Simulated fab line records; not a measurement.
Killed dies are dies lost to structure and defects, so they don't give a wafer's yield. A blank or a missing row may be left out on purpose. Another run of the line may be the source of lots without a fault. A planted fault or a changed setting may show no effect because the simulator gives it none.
Which tool was responsible? :: flow sky130 :: 14 lots with 42 wafers sampled at 2 steps, on a route of 708 steps

== WHAT EACH GAUGE READ, for each wafer ==
Not one reading of a measure or inspect step in the record can be checked against a usual standard deviation.

== WHICH TOOL RAN EACH LOT (tool, then ch and the chambers of the sampled wafers, then the start) ==
lot: L437
SKY_VIA1_ETCH_15: rie_diel-01 ch 1,2, day 33 13:46
SKY_VIA1_STRIP_16: plasma_asher-01 ch 0,1, day 33 13:49

lot: L438
SKY_VIA1_ETCH_15: rie_diel-03 ch 0,1,3, day 33 17:19
SKY_VIA1_STRIP_16: plasma_asher-01 ch 0,1, day 33 17:22

lot: L439
SKY_VIA1_ETCH_15: rie_diel-01 ch 1,2,3, day 34 12:34
SKY_VIA1_STRIP_16: plasma_asher-03 ch 0,1, day 34 12:37

lot: L440
SKY_VIA1_ETCH_15: rie_diel-04 ch 0,1, day 34 20:29
SKY_VIA1_STRIP_16: plasma_asher-03 ch 0,1, day 34 20:32

lot: L441
SKY_VIA1_ETCH_15: rie_diel-01 ch 1,2, day 35 03:01
SKY_VIA1_STRIP_16: plasma_asher-02 ch 0,1, day 35 03:04

lot: L442
SKY_VIA1_ETCH_15: rie_diel-01 ch 1,2,3, day 35 11:29
SKY_VIA1_STRIP_16: plasma_asher-02 ch 0,1, day 35 11:32

lot: L443
SKY_VIA1_ETCH_15: rie_diel-03 ch 0,1,3, day 35 20:37
SKY_VIA1_STRIP_16: plasma_asher-02 ch 0,1, day 35 20:40

lot: L444
SKY_VIA1_ETCH_15: rie_diel-03 ch 0,1, day 36 02:05
SKY_VIA1_STRIP_16: plasma_asher-03 ch 0,1, day 36 02:10

lot: L445
SKY_VIA1_ETCH_15: rie_diel-03 ch 1,2,3, day 36 03:38
SKY_VIA1_STRIP_16: plasma_asher-01 ch 0,1, day 36 03:41

lot: L450
SKY_VIA1_ETCH_15: rie_diel-04 ch 0,2,3, day 37 20:25
SKY_VIA1_STRIP_16: plasma_asher-02 ch 0,1, day 37 20:28

lot: L449
SKY_VIA1_ETCH_15: rie_diel-04 ch 0,1,2, day 38 03:22
SKY_VIA1_STRIP_16: plasma_asher-01 ch 0,1, day 38 03:25

lot: L458
SKY_VIA1_ETCH_15: rie_diel-03 ch 0,2, day 40 18:32
SKY_VIA1_STRIP_16: plasma_asher-01 ch 0,1, day 40 18:37

lot: L460
SKY_VIA1_ETCH_15: rie_diel-01 ch 0,2,3, day 40 20:34
SKY_VIA1_STRIP_16: plasma_asher-03 ch 0,1, day 40 20:37

lot: L459
SKY_VIA1_ETCH_15: rie_diel-03 ch 0,1,3, day 40 23:40
SKY_VIA1_STRIP_16: plasma_asher-01 ch 0,1, day 40 23:43
- SKY_VIA1_ETCH_15: etches SiO2 in C4F8/O2/Ar, stops on TiN, target depth 351 nm, time 54 s.
- SKY_VIA1_STRIP_16: strips in O2/N2.

== WHAT THE TOOLS THEMSELVES READ (means of the sampled wafers that have a number; where no wafer has one, the mark that the record gives instead) ==
SKY_VIA1_ETCH_15.
lot: L437
tool: rie_diel-01
oes_product_au (a.u.): 0.983

lot: L438
tool: rie_diel-03
oes_product_au (a.u.): 0.977

lot: L439
tool: rie_diel-01
oes_product_au (a.u.): 0.976

lot: L440
tool: rie_diel-04
oes_product_au (a.u.): 0.978

lot: L441
tool: rie_diel-01
oes_product_au (a.u.): 0.981

lot: L442
tool: rie_diel-01
oes_product_au (a.u.): 0.988

lot: L443
tool: rie_diel-03
oes_product_au (a.u.): 0.983

lot: L444
tool: rie_diel-03
oes_product_au (a.u.): 0.978

lot: L445
tool: rie_diel-03
oes_product_au (a.u.): 0.977

lot: L450
tool: rie_diel-04
oes_product_au (a.u.): 0.986

lot: L449
tool: rie_diel-04
oes_product_au (a.u.): 0.990

lot: L458
tool: rie_diel-03
oes_product_au (a.u.): 0.981

lot: L460
tool: rie_diel-01
oes_product_au (a.u.): 0.985

lot: L459
tool: rie_diel-03
oes_product_au (a.u.): 0.984

SKY_VIA1_STRIP_16.
lot: L437
tool: plasma_asher-01
drypump_motor_current_A (A): 5.4
oes_product_au (a.u.): 0.412
strip_time_to_endpoint_s (s): 4.451

lot: L438
tool: plasma_asher-01
drypump_motor_current_A (A): 5.1
oes_product_au (a.u.): 0.412
strip_time_to_endpoint_s (s): 4.448

lot: L439
tool: plasma_asher-03
drypump_motor_current_A (A): 5.8
oes_product_au (a.u.): 0.412
strip_time_to_endpoint_s (s): 4.449

lot: L440
tool: plasma_asher-03
drypump_motor_current_A (A): 5.8
oes_product_au (a.u.): 0.416
strip_time_to_endpoint_s (s): 4.462

lot: L441
tool: plasma_asher-02
drypump_motor_current_A (A): 6.0
oes_product_au (a.u.): 0.419
strip_time_to_endpoint_s (s): 4.482

lot: L442
tool: plasma_asher-02
drypump_motor_current_A (A): 6.0
oes_product_au (a.u.): 0.414
strip_time_to_endpoint_s (s): 4.443

lot: L443
tool: plasma_asher-02
drypump_motor_current_A (A): 6.0
oes_product_au (a.u.): 0.414
strip_time_to_endpoint_s (s): 4.475

lot: L444
tool: plasma_asher-03
drypump_motor_current_A (A): 5.8
oes_product_au (a.u.): 0.419
strip_time_to_endpoint_s (s): 4.479

lot: L445
tool: plasma_asher-01
drypump_motor_current_A (A): 5.1
oes_product_au (a.u.): 0.411
strip_time_to_endpoint_s (s): 4.465

lot: L450
tool: plasma_asher-02
drypump_motor_current_A (A): 6.0
oes_product_au (a.u.): 0.395
strip_time_to_endpoint_s (s): 4.018

lot: L449
tool: plasma_asher-01
drypump_motor_current_A (A): 5.4
oes_product_au (a.u.): 0.398
strip_time_to_endpoint_s (s): 3.965

lot: L458
tool: plasma_asher-01
drypump_motor_current_A (A): 5.4
oes_product_au (a.u.): 0.417
strip_time_to_endpoint_s (s): 4.473

lot: L460
tool: plasma_asher-03
drypump_motor_current_A (A): 5.8
oes_product_au (a.u.): 0.418
strip_time_to_endpoint_s (s): 4.457

lot: L459
tool: plasma_asher-01
drypump_motor_current_A (A): 5.1
oes_product_au (a.u.): 0.412
strip_time_to_endpoint_s (s): 4.441

== THE ANSWER, worked out from the rows above alone ==
Rule: usual is defined by the lots themselves. The widest of any qualifying gaps counts: lots, ordered by their means at a reading, are off when they make up no more than a third of the lots, leave a main group of 4 or more, and stand apart from it by 3 or more times the standard deviation of that group's means. If all means in a main group match to the digits the tables above print for the reading, that group is not used. Also off: a lot with no number at a reading for which 4 or more lots have one. Any other lot the step has rows for is counted as sound. Order of review: gauges by route order, followed by the tools' own readings, for which a lot's mean as printed above is used. The first step at which some lot is off is used, and at that step the reading that is off furthest; a lot without a number counts as furthest.
Off, at SKY_VIA1_STRIP_16 on strip_time_to_endpoint_s: L450, L449. Main group: mean 4.460 s, sd 0.014.
If a tool, at that step or one of the process steps before it, ran each lot that is off and ran no sound lot following the first of them, it fits. One candidate fits, namely rie_diel-04 at SKY_VIA1_ETCH_15. Its last sound lot is L440 (day 34 20:29), its first lot that is off L450 (day 37 20:25): a fault that began between those two fits.

== WHAT WAS PUT IN BY THE SIMULATOR ==
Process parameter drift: rie_diel-04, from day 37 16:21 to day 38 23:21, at SKY_VIA1_ETCH_15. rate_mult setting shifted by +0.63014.
Shown lots that were struck: L450, L449. This agrees with what the rule above found.
